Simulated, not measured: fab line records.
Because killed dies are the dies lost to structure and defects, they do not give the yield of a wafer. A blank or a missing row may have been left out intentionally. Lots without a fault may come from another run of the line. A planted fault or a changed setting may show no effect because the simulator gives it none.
Matching of chambers ; flow gf180mcu ; pecvd-01 running GF_V2_CVD_02: 3 sister chambers
The step deposits SiO2 from TEOS, target thk 850 nm, time 94.851 s. 6 wafers are shown with their chamber, then 10 later ones without.

WAFERS, EACH WITH ITS CHAMBER
wafer;chamber;heater power w (W);susceptor temp C (C)
L084.3;0;754;400.35
L089.1;1;810;400.34
L089.2;0;778;399.94
L089.3;2;785;400.20
L089.4;2;609;400.22
L089.5;1;839;400.05

WAFERS WITH NO CHAMBER GIVEN
wafer;heater power w (W);susceptor temp C (C)
L089.6;626;400.13
L090.1;733;400.31
L090.2;725;400.09
L090.3;800;400.25
L090.4;847;400.17
L090.5;749;400.01
L090.6;760;399.92
L097.1;743;399.86
L097.2;784;399.94
L097.5;821;399.87

CHAMBER TAKEN BY EACH
wafer;from the rows above;in truth
L089.6;can't be placed: 2 or 0 or 1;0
L090.1;can't be placed: 2 or 0 or 1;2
L090.2;can't be placed: 0 or 2 or 1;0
L090.3;can't be placed: 1 or 0 or 2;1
L090.4;can't be placed: 1 or 0 or 2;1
L090.5;can't be placed: 0 or 2 or 1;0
L090.6;can't be placed: 0 or 1 or 2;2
L097.1;can't be placed: 0 or 2 or 1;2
L097.2;can't be placed: 0 or 1 or 2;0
L097.5;can't be placed: 0 or 1 or 2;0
0 of 10 placed correctly. From these rows, 10 cannot be placed; in 10 the true chamber is one of the candidates. Wrongly placed: 0.
How it was worked out, from the rows above alone: a wafer's distance from a chamber is the root of the sum, over the readings, of the square of ((its reading less the chamber's mean) divided by the reading's scatter). The wafer belongs to the nearest chamber; if the next one is less than 2 further off, it can't be placed. A chamber's mean is the mean of its shown wafers. The scatter is the square root of a quotient: the sum, over the shown wafers, of each reading's squared deviation from its chamber's mean, divided by wafers minus chambers.
